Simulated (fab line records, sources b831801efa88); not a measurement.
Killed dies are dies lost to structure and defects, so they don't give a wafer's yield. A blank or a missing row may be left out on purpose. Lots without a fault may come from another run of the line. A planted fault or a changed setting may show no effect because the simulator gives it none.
fab line records | flow sky130
record lots=5 wafers=15 last_day=51
route steps=708 shown NWELL@68 PWDE@84 VT_ADJUST_HVTP@85 VT_ADJUST_LVTN@97
lots that met no fault: from a run of the same line without faults
start_h: hours from the record's first day to the start of the lot's first wafer shown | wait_h: hours since the lot's step before | " the same as in the row above | L1.1+2: a row that stands for several wafers | - no value, or no start given | * or withheld: withheld | < > ~ a bound
route shown NAME@n: a module of which the file shows steps, and the number in the route of the first | usual: mean/standard deviation of fault-free wafers | same: alike in all rows | chamber/n: place in a boat | sites: the reading at each site | _std_site: their standard deviation | _edge_site: outer sites' mean less inner sites' | radius_mm: how far each site lies from the wafer's centre | mask NAME#n: copy n | behind: the tool/chamber that last shaped the wafer | hold: why the lot was held/for how many hours/how that ended | device: the transistor (n, p or np) that didn't switch | end of line: the same wafers' tests at the end of the route | a step without rows: its recipe alone | killed: dies lost to structure and defects at the first sort, not the wafer's yield | map: a wafer's dies, x killed, . not, _ none there
set.NAME: the setting as run; set.NAME@STEP: as run at that earlier step | model.NAME: the simulator's own value behind a step, which no gauge read
lots at some steps of the route; a table a step, a row a wafer
services: from which hour (start_h, from the record's first day; less than 0 if before it) a tool's chamber was out of use, for how many hours, and why
## steps
# step SKY_NWELL_TW_MEAS_15
# usual NWELL_TW=1828/12
# columns lot.wafer tool chamber start_h wait_h NWELL_TW
L079.2 film_metro-01 - 119.89 0.1 1806
L079.4 " - " " 1804
L079.5 " - " " 1802
L087.4 film_metro-03 - 171.59 0.1 1829
L087.5 " - " " 1828
L087.6 " - " " 1825
L090.1 film_metro-03 - 185.18 0.1 1846
L090.5 " - " " 1827
L090.6 " - " " 1831
L091.1 film_metro-03 - 192.93 0.1 1823
L091.2 " - " " 1806
L091.4 " - " " 1816
L097.1 film_metro-03 - 222.18 0.1 1835
L097.2 " - " " 1824
L097.5 " - " " 1828
# step SKY_NWELL_DEHYDRATE_16
# recipe temp_c=200 time_s=60
# usual heater_power_total_W=160.37/0.13
# columns lot.wafer tool chamber start_h wait_h heater_power_total_W
L079.2 litho_track-03 0 128.62 8.7 160.51
L079.4 " 0 " " 160.43
L079.5 " 0 " " 160.33
L087.4 litho_track-01 0 182.20 10.6 160.31
L087.5 " 0 " " 160.35
L087.6 " 0 " " 160.37
L090.1 litho_track-04 0 195.14 10.0 160.30
L090.5 " 0 " " 160.50
L090.6 " 0 " " 160.43
L091.1 litho_track-03 0 202.84 9.9 160.36
L091.2 " 0 " " 160.20
L091.4 " 0 " " 160.53
L097.1 litho_track-04 0 233.14 11.0 160.15
L097.2 " 0 " " 160.25
L097.5 " 0 " " 160.47
# step SKY_NWELL_HMDS_17
# recipe prime_time_s=60 prime_temp_c=120
# columns lot.wafer tool chamber start_h wait_h
L079.2+4+5 litho_track-03 0 128.77 0.1
L087.4+5+6 litho_track-01 0 182.35 0.1
L090.1+5+6 litho_track-04 0 195.29 0.1
L091.1+2+4 litho_track-03 0 202.99 0.1
L097.1+2+5 litho_track-04 0 233.29 0.1
# step SKY_NWELL_COAT_18
# recipe spin_rpm=2000 resist_thk_nm=3000
# columns lot.wafer tool chamber start_h wait_h
L079.2+4+5 litho_track-03 0 128.92 0.1
L087.4+5+6 litho_track-01 0 182.50 0.1
L090.1+5+6 litho_track-04 0 195.44 0.1
L091.1+2+4 litho_track-03 0 203.14 0.1
L097.1+2+5 litho_track-04 0 233.44 0.1
# step SKY_NWELL_SOFTBAKE_19
# recipe temp_c=110 time_s=withheld
# usual heater_power_total_W=65.29/0.14
# columns lot.wafer tool chamber start_h wait_h heater_power_total_W
L079.2 litho_track-03 0 129.08 0.1 65.36
L079.4 " 0 " " 65.54
L079.5 " 0 " " 65.58
L087.4 litho_track-01 0 182.68 0.1 65.13
L087.5 " 0 " " 65.27
L087.6 " 0 " " 65.44
L090.1 litho_track-04 0 195.59 0.1 65.05
L090.5 " 0 " " 65.17
L090.6 " 0 " " 65.44
L091.1 litho_track-03 0 203.29 0.1 65.24
L091.2 " 0 " " 65.22
L091.4 " 0 " " 65.47
L097.1 litho_track-04 0 233.59 0.1 65.16
L097.2 " 0 " " 65.12
L097.5 " 0 " " 65.45
# step SKY_NWELL_EXPOSE_20
# recipe mask_id=NWM_COMPLEMENT na=0.6 source_shape=conventional sigma_outer=0.6 polarization=unpolarized target_cd_nm=840 dose_mj=260
# columns lot.wafer tool chamber start_h wait_h mask
L079.2+4+5 iline_stepper-02 0 - - NWM_COMPLEMENT#0
L087.4+5+6 iline_stepper-02 0 - - NWM_COMPLEMENT#0
L090.1+5+6 iline_stepper-01 0 - - NWM_COMPLEMENT#0
L091.1+2+4 iline_stepper-02 0 - - NWM_COMPLEMENT#0
L097.1+2+5 iline_stepper-02 0 - - NWM_COMPLEMENT#0
# step SKY_NWELL_PEB_21
# recipe temp_c=115 time_s=withheld
# usual heater_power_total_W=69.34/0.14
# columns lot.wafer tool chamber start_h wait_h heater_power_total_W
L079.2 litho_track-01 0 - - 69.47
L079.4 " 0 " " 69.18
L079.5 " 0 " " 69.26
L087.4 litho_track-01 0 - - 69.18
L087.5 " 0 " " 69.30
L087.6 " 0 " " 69.11
L090.1 litho_track-01 0 - - 69.40
L090.5 " 0 " " 69.12
L090.6 " 0 " " 69.22
L091.1 litho_track-03 0 - - 69.27
L091.2 " 0 " " 69.45
L091.4 " 0 " " 69.32
L097.1 litho_track-03 0 - - 69.53
L097.2 " 0 " " 69.36
L097.5 " 0 " " 69.26
# step SKY_NWELL_DEVELOP_22
# recipe wall_angle_deg=90 developer=TMAH develop_time_s=60 dev_temp_c=23
# columns lot.wafer tool chamber start_h wait_h
L079.2+4+5 litho_track-01 0 - -
L087.4+5+6 litho_track-01 0 - -
L090.1+5+6 litho_track-01 0 - -
L091.1+2+4 litho_track-03 0 - -
L097.1+2+5 litho_track-03 0 - -
# step SKY_NWELL_OVL_MEAS_23
# usual NWELL_01_OVL=0.6/1.2
# columns lot.wafer tool chamber start_h wait_h NWELL_01_OVL[nm]
L079.2 overlay-01 - 139.33 - -0.1
L079.4 " - " " 1.4
L079.5 " - " " 0.1
L087.4 overlay-01 - 194.09 - -0.8
L087.5 " - " " 0.0
L087.6 " - " " -0.6
L090.1 overlay-01 - 206.38 - 0.2
L090.5 " - " " 1.0
L090.6 " - " " 1.9
L091.1 overlay-01 - 214.44 - 0.3
L091.2 " - " " 1.1
L091.4 " - " " -1.3
L097.1 overlay-02 - 244.84 - 0.3
L097.2 " - " " 0.6
L097.5 " - " " -1.7
# step SKY_NWELL_IMPLANT_24
# recipe species=B energy_kev=140 dose_cm2=9.2e+12 tilt_deg=withheld
# columns lot.wafer tool chamber start_h wait_h
L079.2+4+5 implanter-03 0 139.39 0.0
L087.4+5+6 implanter-01 0 194.19 0.1
L090.1+5+6 implanter-01 0 206.41 0.0
L091.1+2+4 implanter-01 0 214.48 0.0
L097.1+2+5 implanter-01 0 244.88 0.0
# step SKY_NWELL_STRIP_25
# recipe chemistry=O2/N2 power_w=1400 pressure_mtorr=1500 platen_temp_c=withheld o2_flow_sccm=3000 n2_flow_sccm=300 overash_fraction=0.5
# usual drypump_motor_current_A=5.5/0.39 o2_flow_sccm=3000/9.5 oes_product_au=0.722/0.0045 strip_time_to_endpoint_s=36.91/0.1
# columns lot.wafer tool chamber start_h wait_h drypump_motor_current_A o2_flow_sccm oes_product_au rf_hours_counter_h strip_time_to_endpoint_s
L079.2 plasma_asher-02 1 139.51 0.1 5.2 2991 0.717 35 36.83
L079.4 " 1 " " 5.2 3003 0.721 - 37.03
L079.5 " 1 " " 5.2 2992 0.718 - 36.96
L087.4 plasma_asher-01 1 194.30 0.1 5.8 2992 0.720 - 36.94
L087.5 " 1 " " 5.8 2995 0.718 - 36.99
L087.6 " 0 " " 5.0 2996 0.727 - 37.16
L090.1 plasma_asher-03 0 206.56 0.1 5.4 2999 0.723 46 37.08
L090.5 " 1 " " 6.1 2999 0.721 - 36.94
L090.6 " 0 " " 5.4 3005 0.723 - 36.81
L091.1 plasma_asher-02 1 214.63 0.1 5.2 3013 0.718 41 36.89
L091.2 " 0 " " 5.4 3000 0.718 41 36.90
L091.4 " 1 " " 5.2 3011 0.718 - 36.90
L097.1 plasma_asher-01 1 245.03 0.1 5.8 2994 0.718 13 36.78
L097.2 " 0 " " 5.0 2998 0.715 13 36.81
L097.5 " 0 " " 5.0 2995 0.722 - 36.73
# step SKY_NWELL_TW_MEAS_26
# usual NWELL_2_TW=497/3.1
# columns lot.wafer tool chamber start_h wait_h NWELL_2_TW
L079.2 film_metro-01 - 139.62 0.1 495
L079.4 " - " " 494
L079.5 " - " " 495
L087.4 film_metro-01 - 194.39 0.1 495
L087.5 " - " " 493
L087.6 " - " " 494
L090.1 film_metro-01 - 206.66 0.1 495
L090.5 " - " " 495
L090.6 " - " " 492
L091.1 film_metro-03 - 214.73 0.1 496
L091.2 " - " " 496
L091.4 " - " " 496
L097.1 film_metro-02 - 245.13 0.1 502
L097.2 " - " " 501
L097.5 " - " " 499
# step SKY_NWELL_CLEAN_27
# recipe chemistry=SC1/SC2 mix=1:4:20 temp_c=70 time_s=150 dry=n2_spin
# columns lot.wafer tool chamber start_h wait_h
L079.2+4+5 wet_bench-03 1 139.67 0.0
L087.4+5+6 wet_bench-01 1 194.42 0.0
L090.1+5+6 wet_bench-02 1 206.72 0.1
L091.1+2+4 wet_bench-01 1 214.79 0.1
L097.1+2+5 wet_bench-01 2 245.19 0.1
# step SKY_NWELL_RTA_28
# recipe temp_c=1050 time_s=30 idle_temp_c=650 ramp_up_c_per_s=150 ramp_down_c_per_s=90 ambient=N2
# usual lamp_power_pct=25.30/0.058 wafer_temp_C_max=1054.8/0.96
# columns lot.wafer tool chamber start_h wait_h lamp_power_pct wafer_temp_C_max
L079.2 rtp_anneal-02 0 139.74 0.0 25.12 1055.4
L079.4 " 0 " " 25.26 1056.1
L079.5 " 0 " " 25.25 1056.0
L087.4 rtp_anneal-01 0 194.52 0.1 25.40 1054.7
L087.5 " 0 " " 25.24 1054.5
L087.6 " 0 " " 25.29 1053.5
L090.1 rtp_anneal-01 0 206.77 0.0 25.29 1054.1
L090.5 " 0 " " 25.35 1054.6
L090.6 " 0 " " 25.32 1055.6
L091.1 rtp_anneal-02 0 214.84 0.0 25.20 1055.3
L091.2 " 0 " " 25.30 1054.8
L091.4 " 0 " " 25.17 1056.1
L097.1 rtp_anneal-01 0 245.24 0.0 25.42 1054.6
L097.2 " 0 " " 25.30 1054.2
L097.5 " 0 " " 25.25 1056.1
# step SKY_NWELL_RS_MEAS_29
# recipe thk_meas_gauge=four-point-probe
# usual NWELL_RS=624.2/1.9
# columns lot.wafer tool chamber start_h wait_h NWELL_RS[ohm/sq]
L079.2 film_metro-03 - 139.84 0.1 627.0
L079.4 " - " " 626.4
L079.5 " - " " 627.9
L087.4 film_metro-03 - 194.63 0.1 628.0
L087.5 " - " " 627.0
L087.6 " - " " 626.7
L090.1 film_metro-02 - 206.87 0.1 623.7
L090.5 " - " " 622.9
L090.6 " - " " 624.8
L091.1 film_metro-02 - 214.94 0.1 623.6
L091.2 " - " " 623.2
L091.4 " - " " 623.8
L097.1 film_metro-03 - 245.34 0.1 622.0
L097.2 " - " " 625.1
L097.5 " - " " 623.2
# step SKY_NWELL_RS_MEAS_31
# recipe thk_meas_gauge=four-point-probe
# usual PWDE_RS=5274/16
# columns lot.wafer tool chamber start_h wait_h PWDE_RS[ohm/sq]
L079.2 film_metro-03 - 140.08 0.1 5294
L079.4 " - " " 5297
L079.5 " - " " 5280
L087.4 film_metro-03 - 194.87 0.1 5291
L087.5 " - " " 5302
L087.6 " - " " 5293
L090.1 film_metro-02 - 207.11 0.1 5279
L090.5 " - " " 5291
L090.6 " - " " 5282
L091.1 film_metro-02 - 215.18 0.1 5288
L091.2 " - " " 5274
L091.4 " - " " 5280
L097.1 film_metro-03 - 245.58 0.1 5302
L097.2 " - " " 5295
L097.5 " - " " 5287
# step SKY_VT_ADJUST_HVTP_DEHYDRATE_00
# recipe temp_c=200 time_s=60
# usual heater_power_total_W=160.37/0.12
# columns lot.wafer tool chamber start_h wait_h heater_power_total_W
L079.2 litho_track-02 0 148.54 8.4 160.49
L079.4 " 0 " " 160.59
L079.5 " 0 " " 160.39
L087.4 litho_track-04 0 205.02 10.1 160.26
L087.5 " 0 " " 160.22
L087.6 " 0 " " 160.57
L090.1 litho_track-01 0 218.08 10.9 160.35
L090.5 " 0 " " 160.33
L090.6 " 0 " " 160.34
L091.1 litho_track-01 0 225.68 10.5 160.25
L091.2 " 0 " " 160.47
L091.4 " 0 " " 160.32
L097.1 litho_track-01 0 257.28 11.7 160.57
L097.2 " 0 " " 160.36
L097.5 " 0 " " 160.21
# step SKY_VT_ADJUST_HVTP_HMDS_01
# recipe prime_time_s=60 prime_temp_c=120
# columns lot.wafer tool chamber start_h wait_h
L079.2+4+5 litho_track-02 0 148.69 0.1
L087.4+5+6 litho_track-04 0 205.17 0.1
L090.1+5+6 litho_track-01 0 218.23 0.1
L091.1+2+4 litho_track-01 0 225.83 0.1
L097.1+2+5 litho_track-01 0 257.43 0.1
# step SKY_VT_ADJUST_HVTP_COAT_02
# recipe resist=NOVOLAK spin_rpm=3000 resist_thk_nm=1140
# columns lot.wafer tool chamber start_h wait_h
L079.2+4+5 litho_track-02 0 148.84 0.1
L087.4+5+6 litho_track-04 0 205.32 0.1
L090.1+5+6 litho_track-01 0 218.38 0.1
L091.1+2+4 litho_track-01 0 225.98 0.1
L097.1+2+5 litho_track-01 0 257.58 0.1
# step SKY_VT_ADJUST_HVTP_SOFTBAKE_03
# recipe temp_c=90 time_s=60 resist=NOVOLAK
# usual heater_power_total_W=56.59/0.044
# columns lot.wafer tool chamber start_h wait_h heater_power_total_W
L079.2 litho_track-02 0 148.99 0.1 56.68
L079.4 " 0 " " 56.58
L079.5 " 0 " " 56.57
L087.4 litho_track-04 0 205.47 0.1 56.58
L087.5 " 0 " " 56.55
L087.6 " 0 " " 56.57
L090.1 litho_track-01 0 218.53 0.1 56.58
L090.5 " 0 " " 56.65
L090.6 " 0 " " 56.57
L091.1 litho_track-01 0 226.13 0.1 56.49
L091.2 " 0 " " 56.61
L091.4 " 0 " " 56.55
L097.1 litho_track-01 0 257.73 0.1 56.61
L097.2 " 0 " " 56.58
L097.5 " 0 " " 56.59
# step SKY_VT_ADJUST_HVTP_EXPOSE_04
# recipe mask_id=HVTPM na=0.6 source_shape=conventional sigma_outer=0.6 polarization=unpolarized target_cd_nm=380 dose_mj=140
# columns lot.wafer tool chamber start_h wait_h mask
L079.2+4+5 iline_stepper-02 0 - - HVTPM#0
L087.4+5+6 iline_stepper-02 0 - - HVTPM#0
L090.1+5+6 iline_stepper-02 0 - - HVTPM#0
L091.1+2+4 iline_stepper-01 0 - - HVTPM#0
L097.1+2+5 iline_stepper-02 0 - - HVTPM#0
# step SKY_VT_ADJUST_HVTP_PEB_05
# recipe temp_c=withheld time_s=* resist=NOVOLAK
# columns lot.wafer tool chamber start_h wait_h
L079.2+4+5 litho_track-01 0 - -
L087.4+5+6 litho_track-02 0 - -
L090.1+5+6 litho_track-01 0 - -
L091.1+2+4 litho_track-02 0 - -
L097.1+2+5 litho_track-04 0 - -
# step SKY_VT_ADJUST_HVTP_DEVELOP_06
# recipe resist=NOVOLAK developer=TMAH develop_time_s=60 dev_temp_c=23
# columns lot.wafer tool chamber start_h wait_h
L079.2+4+5 litho_track-01 0 159.50 0.1
L087.4+5+6 litho_track-02 0 216.39 0.1
L090.1+5+6 litho_track-01 0 229.58 0.1
L091.1+2+4 litho_track-02 0 237.82 0.1
L097.1+2+5 litho_track-04 0 268.94 0.1
# step SKY_VT_ADJUST_HVTP_CD_MEAS_07
# recipe target_cd_nm=380
# usual cd_nm=380.5/2.6
# columns lot.wafer tool chamber start_h wait_h cd_nm
L079.2 cd_sem-01 - 159.65 0.1 377.2
L079.4 " - " " 379.1
L079.5 " - " " 377.2
L087.4 cd_sem-01 - 216.53 0.1 381.4
L087.5 " - " " 380.0
L087.6 " - " " 382.1
L090.1 cd_sem-01 - 229.73 0.1 379.8
L090.5 " - " " 376.6
L090.6 " - " " 375.0
L091.1 cd_sem-02 - 237.97 0.1 385.2
L091.2 " - " " 383.6
L091.4 " - " " 384.0
L097.1 cd_sem-01 - 269.09 0.1 380.7
L097.2 " - " " 381.0
L097.5 " - " " 379.5
# step SKY_VT_ADJUST_HVTP_OVL_MEAS_08
# usual VT_ADJUST_HVTP_OVL=-0.8/1.3
# columns lot.wafer tool chamber start_h wait_h VT_ADJUST_HVTP_OVL[nm]
L079.2 overlay-02 - 159.75 0.1 -0.7
L079.4 " - " " -1.4
L079.5 " - " " -1.2
L087.4 overlay-02 - 216.60 0.1 -0.4
L087.5 " - " " -0.9
L087.6 " - " " -1.0
L090.1 overlay-01 - 229.85 0.1 -3.9
L090.5 " - " " -2.5
L090.6 " - " " -2.3
L091.1 overlay-02 - 238.09 0.1 0.7
L091.2 " - " " 0.4
L091.4 " - " " 1.2
L097.1 overlay-02 - 269.21 0.1 -0.2
L097.2 " - " " 0.7
L097.5 " - " " 0.1
# step SKY_VT_ADJUST_HVTP_IMPLANT_09
# recipe species=As energy_kev=150 dose_cm2=4.3e+12 tilt_deg=withheld
# columns lot.wafer tool chamber start_h wait_h
L079.2+4+5 implanter-03 0 159.81 0.0
L087.4+5+6 implanter-01 0 216.70 0.1
L090.1+5+6 implanter-01 0 229.88 0.0
L091.1+2+4 implanter-01 0 238.12 0.0
L097.1+2+5 implanter-03 0 269.25 0.0
# step SKY_VT_ADJUST_HVTP_STRIP_10
# recipe chemistry=O2/N2 power_w=1400 pressure_mtorr=1500 platen_temp_c=withheld o2_flow_sccm=3000 n2_flow_sccm=300 overash_fraction=0.5
# usual drypump_motor_current_A=5.8/0.46 o2_flow_sccm=3001/9 oes_product_au=0.716/0.0048 strip_time_to_endpoint_s=14.15/0.04
# columns lot.wafer tool chamber start_h wait_h drypump_motor_current_A o2_flow_sccm oes_product_au rf_hours_counter_h strip_time_to_endpoint_s
L079.2 plasma_asher-03 0 159.93 0.1 5.3 3014 0.723 41 14.11
L079.4 " 1 " " 6.1 3005 0.717 - 14.13
L079.5 " 1 " " 6.2 3012 0.716 - 14.10
L087.4 plasma_asher-02 1 216.81 0.1 5.2 2995 0.713 - 14.12
L087.5 " 1 " " 5.2 3008 0.713 - 14.15
L087.6 " 0 " " 5.4 2996 0.720 - 14.17
L090.1 plasma_asher-03 0 230.03 0.1 5.4 2991 0.712 49 14.19
L090.5 " 0 " " 5.4 2997 0.724 - 14.19
L090.6 " 1 " " 6.1 3009 0.722 - 14.22
L091.1 plasma_asher-03 1 238.27 0.1 6.1 3005 0.711 49 14.17
L091.2 " 0 " " 5.4 3005 0.708 49 14.21
L091.4 " 0 " " 5.4 2998 0.719 - 14.15
L097.1 plasma_asher-02 0 269.40 0.1 5.5 3003 0.709 46 14.17
L097.2 " 1 " " 5.2 3000 0.718 46 14.16
L097.5 " 0 " " 5.5 3000 0.722 - 14.12
# step SKY_VT_ADJUST_HVTP_TW_MEAS_11
# usual VT_ADJUST_HVTP_TW=1351/13
# columns lot.wafer tool chamber start_h wait_h VT_ADJUST_HVTP_TW
L079.2 film_metro-02 - 160.04 0.1 1373
L079.4 " - " " 1365
L079.5 " - " " 1363
L087.4 film_metro-01 - 216.90 0.1 1346
L087.5 " - " " 1348
L087.6 " - " " 1349
L090.1 film_metro-04 - 230.18 0.1 1330
L090.5 " - " " 1334
L090.6 " - " " 1335
L091.1 film_metro-02 - 238.37 0.1 1362
L091.2 " - " " 1366
L091.4 " - " " 1365
L097.1 film_metro-02 - 269.50 0.1 1359
L097.2 " - " " 1360
L097.5 " - " " 1361
# step SKY_VT_ADJUST_LVTN_DEHYDRATE_00
# recipe temp_c=200 time_s=60
# usual heater_power_total_W=160.39/0.12
# columns lot.wafer tool chamber start_h wait_h heater_power_total_W
L079.2 litho_track-03 0 170.07 10.0 160.34
L079.4 " 0 " " 160.33
L079.5 " 0 " " 160.34
L087.4 litho_track-01 0 227.90 11.0 160.36
L087.5 " 0 " " 160.34
L087.6 " 0 " " 160.31
L090.1 litho_track-03 0 240.84 10.7 160.49
L090.5 " 0 " " 160.26
L090.6 " 0 " " 160.49
L091.1 litho_track-02 0 249.27 10.9 160.42
L091.2 " 0 " " 160.54
L091.4 " 0 " " 160.34
L097.1 litho_track-02 0 281.92 12.4 160.57
L097.2 " 0 " " 160.54
L097.5 " 0 " " 160.36
# step SKY_VT_ADJUST_LVTN_HMDS_01
# recipe prime_time_s=60 prime_temp_c=120
# columns lot.wafer tool chamber start_h wait_h
L079.2+4+5 litho_track-03 0 170.22 0.1
L087.4+5+6 litho_track-01 0 228.05 0.1
L090.1+5+6 litho_track-03 0 240.99 0.1
L091.1+2+4 litho_track-02 0 249.42 0.1
L097.1+2+5 litho_track-02 0 282.07 0.1
# step SKY_VT_ADJUST_LVTN_COAT_02
# recipe spin_rpm=2000 resist_thk_nm=3000
# columns lot.wafer tool chamber start_h wait_h
L079.2+4+5 litho_track-03 0 170.37 0.1
L087.4+5+6 litho_track-01 0 228.20 0.1
L090.1+5+6 litho_track-03 0 241.14 0.1
L091.1+2+4 litho_track-02 0 249.57 0.1
L097.1+2+5 litho_track-02 0 282.22 0.1
# step SKY_VT_ADJUST_LVTN_SOFTBAKE_03
# recipe temp_c=110 time_s=withheld
# usual heater_power_total_W=65.31/0.14
# columns lot.wafer tool chamber start_h wait_h heater_power_total_W
L079.2 litho_track-03 0 170.53 0.1 65.42
L079.4 " 0 " " 65.23
L079.5 " 0 " " 65.34
L087.4 litho_track-01 0 228.38 0.1 65.31
L087.5 " 0 " " 65.10
L087.6 " 0 " " 65.28
L090.1 litho_track-03 0 241.29 0.1 65.37
L090.5 " 0 " " 65.48
L090.6 " 0 " " 65.11
L091.1 litho_track-02 0 249.72 0.1 65.22
L091.2 " 0 " " 65.49
L091.4 " 0 " " 65.13
L097.1 litho_track-02 0 282.37 0.1 65.23
L097.2 " 0 " " 65.06
L097.5 " 0 " " 65.29
# step SKY_VT_ADJUST_LVTN_EXPOSE_04
# recipe mask_id=NWM_COMPLEMENT_LESS_NATIVE na=0.6 source_shape=conventional sigma_outer=0.6 polarization=unpolarized target_cd_nm=840 dose_mj=194
# columns lot.wafer tool chamber start_h wait_h mask
L079.2+4+5 iline_stepper-02 0 - - NWM_COMPLEMENT_LESS_NATIVE#0
L087.4+5+6 iline_stepper-02 0 - - NWM_COMPLEMENT_LESS_NATIVE#0
L090.1+5+6 iline_stepper-02 0 - - NWM_COMPLEMENT_LESS_NATIVE#0
L091.1+2+4 iline_stepper-01 0 - - NWM_COMPLEMENT_LESS_NATIVE#0
L097.1+2+5 iline_stepper-02 0 - - NWM_COMPLEMENT_LESS_NATIVE#0
# step SKY_VT_ADJUST_LVTN_PEB_05
# recipe temp_c=115 time_s=withheld
# usual heater_power_total_W=69.34/0.13
# columns lot.wafer tool chamber start_h wait_h heater_power_total_W
L079.2 litho_track-03 0 - - 69.26
L079.4 " 0 " " 69.48
L079.5 " 0 " " 69.36
L087.4 litho_track-03 0 - - 69.36
L087.5 " 0 " " 69.16
L087.6 " 0 " " 69.30
L090.1 litho_track-01 0 - - 69.13
L090.5 " 0 " " 69.42
L090.6 " 0 " " 69.28
L091.1 litho_track-02 0 - - 69.47
L091.2 " 0 " " 69.36
L091.4 " 0 " " 69.37
L097.1 litho_track-01 0 - - 69.47
L097.2 " 0 " " 69.33
L097.5 " 0 " " 69.27
# step SKY_VT_ADJUST_LVTN_DEVELOP_06
# recipe wall_angle_deg=90 developer=TMAH develop_time_s=60 dev_temp_c=23
# columns lot.wafer tool chamber start_h wait_h
L079.2+4+5 litho_track-03 0 - -
L087.4+5+6 litho_track-03 0 - -
L090.1+5+6 litho_track-01 0 - -
L091.1+2+4 litho_track-02 0 - -
L097.1+2+5 litho_track-01 0 - -
# step SKY_VT_ADJUST_LVTN_OVL_MEAS_07
# usual VT_ADJUST_LVTN_OVL=-0.5/1.4
# columns lot.wafer tool chamber start_h wait_h VT_ADJUST_LVTN_OVL[nm]
L079.2 overlay-01 - 181.75 - 1.9
L079.4 " - " " 1.6
L079.5 " - " " 0.7
L087.4 overlay-02 - 239.46 - -1.2
L087.5 " - " " -2.3
L087.6 " - " " -0.8
L090.1 overlay-01 - 254.03 - 1.8
L090.5 " - " " 0.5
L090.6 " - " " 0.7
L091.1 overlay-02 - 262.47 - -1.0
L091.2 " - " " 0.0
L091.4 " - " " 0.0
L097.1 overlay-02 - 294.53 - -0.6
L097.2 " - " " -0.9
L097.5 " - " " -0.3
# step SKY_VT_ADJUST_LVTN_IMPLANT_08
# recipe species=B energy_kev=30 dose_cm2=1.57e+12 tilt_deg=withheld
# columns lot.wafer tool chamber start_h wait_h
L079.2+4+5 implanter-02 0 181.80 0.0
L087.4+5+6 implanter-02 0 239.55 0.1
L090.1+5+6 implanter-01 0 254.06 0.0
L091.1+2+4 implanter-01 0 262.50 0.0
L097.1+2+5 implanter-01 0 294.56 0.0
# step SKY_VT_ADJUST_LVTN_STRIP_09
# recipe chemistry=O2/N2 power_w=1400 pressure_mtorr=1500 platen_temp_c=withheld o2_flow_sccm=3000 n2_flow_sccm=300 overash_fraction=0.5
# usual drypump_motor_current_A=5.9/0.46 o2_flow_sccm=2998/9.8 oes_product_au=0.722/0.0045 strip_time_to_endpoint_s=36.90/0.13
# columns lot.wafer tool chamber start_h wait_h drypump_motor_current_A o2_flow_sccm oes_product_au rf_hours_counter_h strip_time_to_endpoint_s
L079.2 plasma_asher-04 0 181.93 0.1 6.4 2998 0.725 47 36.70
L079.4 " 1 " " 6.1 2993 0.715 - 36.93
L079.5 " 0 " " 6.4 3009 0.718 - 36.71
L087.4 plasma_asher-04 0 239.66 0.1 6.4 3009 0.724 - 36.83
L087.5 " 0 " " 6.4 3010 0.730 - 36.87
L087.6 " 1 " " 6.1 2997 0.717 - 36.93
L090.1 plasma_asher-03 1 254.21 0.1 6.1 2989 0.723 51 37.07
L090.5 " 1 " " 6.1 2988 0.722 - 37.02
L090.6 " 0 " " 5.3 2989 0.727 - 37.02
L091.1 plasma_asher-03 1 262.65 0.1 6.1 2990 0.726 52 36.93
L091.2 " 0 " " 5.4 2996 0.724 52 36.90
L091.4 " 1 " " 6.1 2987 0.728 - 36.93
L097.1 plasma_asher-04 0 294.71 0.1 6.4 2993 0.718 58 37.06
L097.2 " 1 " " 6.1 3005 0.725 58 36.82
L097.5 " 1 " " 6.1 2990 0.730 - 36.89
# step SKY_VT_ADJUST_LVTN_TW_MEAS_10
# usual VT_ADJUST_LVTN_TW=241.4/2.2
# columns lot.wafer tool chamber start_h wait_h VT_ADJUST_LVTN_TW
L079.2 film_metro-02 - 182.04 0.1 242.2
L079.4 " - " " 242.7
L079.5 " - " " 242.3
L087.4 film_metro-03 - 239.76 0.1 241.6
L087.5 " - " " 241.6
L087.6 " - " " 243.6
L090.1 film_metro-02 - 254.31 0.1 243.1
L090.5 " - " " 242.2
L090.6 " - " " 242.9
L091.1 film_metro-03 - 262.75 0.1 243.4
L091.2 " - " " 242.9
L091.4 " - " " 243.1
L097.1 film_metro-02 - 294.81 0.1 244.4
L097.2 " - " " 244.2
L097.5 " - " " 243.0
# step SKY_VT_ADJUST_LVTN_DEHYDRATE_11
# recipe temp_c=200 time_s=60
# usual heater_power_total_W=160.39/0.13
# columns lot.wafer tool chamber start_h wait_h heater_power_total_W
L079.2 litho_track-02 0 192.44 10.4 160.43
L079.4 " 0 " " 160.41
L079.5 " 0 " " 160.40
L087.4 litho_track-02 0 251.49 11.7 160.46
L087.5 " 0 " " 160.49
L087.6 " 0 " " 160.23
L090.1 litho_track-03 0 265.84 11.5 160.49
L090.5 " 0 " " 160.59
L090.6 " 0 " " 160.59
L091.1 litho_track-03 0 274.49 11.7 160.43
L091.2 " 0 " " 160.22
L091.4 " 0 " " 160.35
L097.1 litho_track-01 0 307.43 12.6 160.48
L097.2 " 0 " " 160.37
L097.5 " 0 " " 160.57
# step SKY_VT_ADJUST_LVTN_HMDS_12
# recipe prime_time_s=60 prime_temp_c=120
# columns lot.wafer tool chamber start_h wait_h
L079.2+4+5 litho_track-02 0 192.59 0.1
L087.4+5+6 litho_track-02 0 251.64 0.1
L090.1+5+6 litho_track-03 0 265.99 0.1
L091.1+2+4 litho_track-03 0 274.64 0.1
L097.1+2+5 litho_track-01 0 307.58 0.1
# step SKY_VT_ADJUST_LVTN_COAT_13
# recipe resist=NOVOLAK spin_rpm=3000 resist_thk_nm=1140
# columns lot.wafer tool chamber start_h wait_h
L079.2+4+5 litho_track-02 0 192.74 0.1
L087.4+5+6 litho_track-02 0 251.79 0.1
L090.1+5+6 litho_track-03 0 266.14 0.1
L091.1+2+4 litho_track-03 0 274.79 0.1
L097.1+2+5 litho_track-01 0 307.73 0.1
## services
# columns tool chamber start_h hours kind
plasma_asher-01 - 108.75 9.0 pm
plasma_asher-01 0 108.75 9.0 vent_cycle
plasma_asher-01 1 108.75 9.0 vent_cycle
implanter-03 - 108.96 0.9 repair
plasma_asher-01 0 117.75 - clean
plasma_asher-01 1 117.75 - clean
implanter-03 - 126.17 3.8 repair
wet_bench-02 - 134.02 1.7 repair
iline_stepper-02 - 167.99 0.6 repair
plasma_asher-02 - 181.92 0.7 repair
plasma_asher-02 - 197.13 12.9 repair
iline_stepper-01 - 202.87 2.1 repair
iline_stepper-02 - 216.34 1.7 pm
implanter-03 - 222.49 14.6 repair
rtp_anneal-02 - 239.91 1.0 pm
iline_stepper-01 - 242.81 1.7 pm
rtp_anneal-02 - 243.70 2.2 repair
wet_bench-02 - 245.45 3.7 repair
implanter-03 - 246.97 1.9 repair
wet_bench-02 - 247.26 1.2 repair
implanter-03 - 279.73 59.7 repair
plasma_asher-04 - 286.22 1.8 repair
iline_stepper-02 - 294.08 8.9 pm
implanter-01 - 298.64 5.5 pm
## key
fault none
